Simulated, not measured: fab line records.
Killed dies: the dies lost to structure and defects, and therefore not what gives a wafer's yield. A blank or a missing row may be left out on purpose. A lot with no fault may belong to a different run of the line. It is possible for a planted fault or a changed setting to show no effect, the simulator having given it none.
Which tool was responsible? :: flow sky130 :: route of 708 steps, sampled at 1 step: 12 lots, 36 wafers

== WHAT THE GAUGES SHOWED, per wafer ==
SKY_FIELD_ISO_THK_MEAS_04.
lot: L704
measured: day 1 18:29
on: film-metro-02
FIELD_ISO_CVD_03_THK (nm): 165.7 166.2 168.0

lot: L706
measured: day 2 07:56
on: film-metro-03
FIELD_ISO_CVD_03_THK (nm): 164.3 164.1 163.8

lot: L709
measured: day 2 21:15
on: film-metro-01
FIELD_ISO_CVD_03_THK (nm): 166.1 166.5 165.7

lot: L710
measured: day 3 03:26
on: film-metro-02
FIELD_ISO_CVD_03_THK (nm): 164.5 164.5 163.0

lot: L712
measured: day 3 13:02
on: film-metro-02
FIELD_ISO_CVD_03_THK (nm): 164.4 163.9 166.2

lot: L715
measured: day 4 01:35
on: film-metro-01
FIELD_ISO_CVD_03_THK (nm): 166.1 167.7 166.8

lot: L716
measured: day 4 07:52
on: film-metro-03
FIELD_ISO_CVD_03_THK (nm): 165.3 165.5 165.5

lot: L719
measured: day 4 22:30
on: film-metro-03
FIELD_ISO_CVD_03_THK (nm): 165.8 164.9 166.2

lot: L721
measured: day 5 08:56
on: film-metro-03
FIELD_ISO_CVD_03_THK (nm): 165.7 165.7 166.3

lot: L724
measured: day 5 22:35
on: film-metro-02
FIELD_ISO_CVD_03_THK (nm): 167.0 167.4 166.5

lot: L725
measured: day 6 04:20
on: film-metro-03
FIELD_ISO_CVD_03_THK (nm): 166.4 164.6 165.6

lot: L726
measured: day 6 08:29
on: film-metro-03
FIELD_ISO_CVD_03_THK (nm): 164.7 164.8 163.9

== WHAT TOOL EACH LOT RAN ON (gives the tool, then ch and the chambers of the sampled wafers, and finally the start) ==
No process step before these readings appears in the record.

== WHAT THE TOOLS THEMSELVES READ (means of the sampled wafers that have a number; where no wafer has one, the mark that the record gives instead) ==
The record holds no such reading with a usual standard deviation.

== THE ANSWER, worked out from the rows above alone ==
Rule: the lots themselves supply what counts as usual. Put in order of their means at a reading, lots are off if they are a third of the lots or fewer, leave a main group of 4 or more, and stand apart from it by a gap of 3 or more times the standard deviation of the main group's means; of several such gaps the widest counts. A main group is skipped when, at the precision printed for the reading in the tables above, its means are all equal. Also off: a lot with no number at a reading for which 4 or more lots have one. Any other lot the step has rows for is counted as sound. First the gauges in route order, then the tools' own readings, where a lot's mean is used as printed above. The first step at which some lot is off is used, and at that step the reading that is off furthest; a lot without a number counts as furthest.
Across all readings shown, no lot is off: no conclusion can be drawn from this.

== WHAT THE SIMULATOR HAD PUT IN ==
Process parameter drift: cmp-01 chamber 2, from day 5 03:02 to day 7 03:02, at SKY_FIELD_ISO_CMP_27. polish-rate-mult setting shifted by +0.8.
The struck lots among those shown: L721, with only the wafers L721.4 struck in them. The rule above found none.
